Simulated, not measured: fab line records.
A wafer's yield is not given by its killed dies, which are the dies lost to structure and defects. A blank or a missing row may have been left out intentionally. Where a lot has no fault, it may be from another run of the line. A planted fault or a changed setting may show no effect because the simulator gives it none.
Matching of chambers -- flow gf180mcu -- cmp-01 running GF_CONTACT_CMP_04: 4 sister chambers
The step polishes SiO2. 18 wafers are shown with their chamber, then 9 later ones without.

WAFERS PAIRED WITH THEIR CHAMBERS
wafer,chamber,motorCurrentA (A),timeToEndpointS (s),retainingRingPressureFrac
L731.1,2,12.1,114,0.995
L731.3,1,12.4,120,0.994
L731.6,0,11.2,126,0.997
L740.1,2,12.3,110,0.995
L740.3,1,13.2,109,0.998
L740.5,1,14.2,111,1.002
L743.2,1,13.0,107,1.000
L743.5,1,13.3,109,1.005
L743.6,0,11.7,115,0.992
L744.3,0,11.1,114,0.997
L744.4,1,12.5,122,0.997
L744.6,1,13.7,120,0.995
L746.1,3,12.2,114,1.004
L746.3,2,12.3,110,0.997
L746.4,0,11.5,116,0.995
L747.2,2,12.2,107,0.997
L747.3,3,12.1,110,0.996
L747.4,1,13.5,121,0.997

SIGNATURES, as means of the wafers listed above
reading,chamber 0,chamber 1,chamber 2,chamber 3,scatter within a chamber
motorCurrentA,11.375,13.225,12.225,12.150,0.445
timeToEndpointS,117.75,114.88,110.25,112.00,5.43
retainingRingPressureFrac,0.99525,0.99850,0.99600,1.00000,0.00324
Rule: distance of a wafer from a chamber = root of the sum over the readings of ((wafer's reading minus chamber's mean) / reading's scatter) squared. The wafer belongs to the nearest chamber; if the next one is less than 2 further off, it can't be placed. How the scatter is found: for the shown wafers, subtract from each reading the mean of its chamber, square and add these, divide the total by (wafers less chambers), then take the root.

WAFERS WITH NO CHAMBER GIVEN
wafer,motorCurrentA (A),timeToEndpointS (s),retainingRingPressureFrac
L748.2,13.6,107,0.997
L748.3,12.2,103,1.014
L748.5,12.9,116,0.997
L749.2,13.2,105,1.006
L749.5,12.4,113,0.995
L749.6,11.9,112,1.005
L750.1,13.5,111,0.996
L750.2,12.1,109,0.999
L750.6,13.1,118,0.995

EACH ONE'S CHAMBER
wafer,from the rows above,in truth
L748.2,can't be placed: 1 or 2 or 3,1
L748.3,can't be placed: 3 or 2 or 1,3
L748.5,can't be placed: 1 or 2 or 3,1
L749.2,can't be placed: 1 or 3 or 2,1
L749.5,can't be placed: 2 or 3 or 1 or 0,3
L749.6,can't be placed: 3 or 2 or 0 or 1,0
L750.1,can't be placed: 1 or 2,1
L750.2,can't be placed: 3 or 2 or 0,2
L750.6,can't be placed: 1 or 2 or 3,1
Correct placement for 0 of the 9. Cannot be placed on the basis of these rows: 9; the candidates contain the true chamber in 9. Wrongly placed: 0.
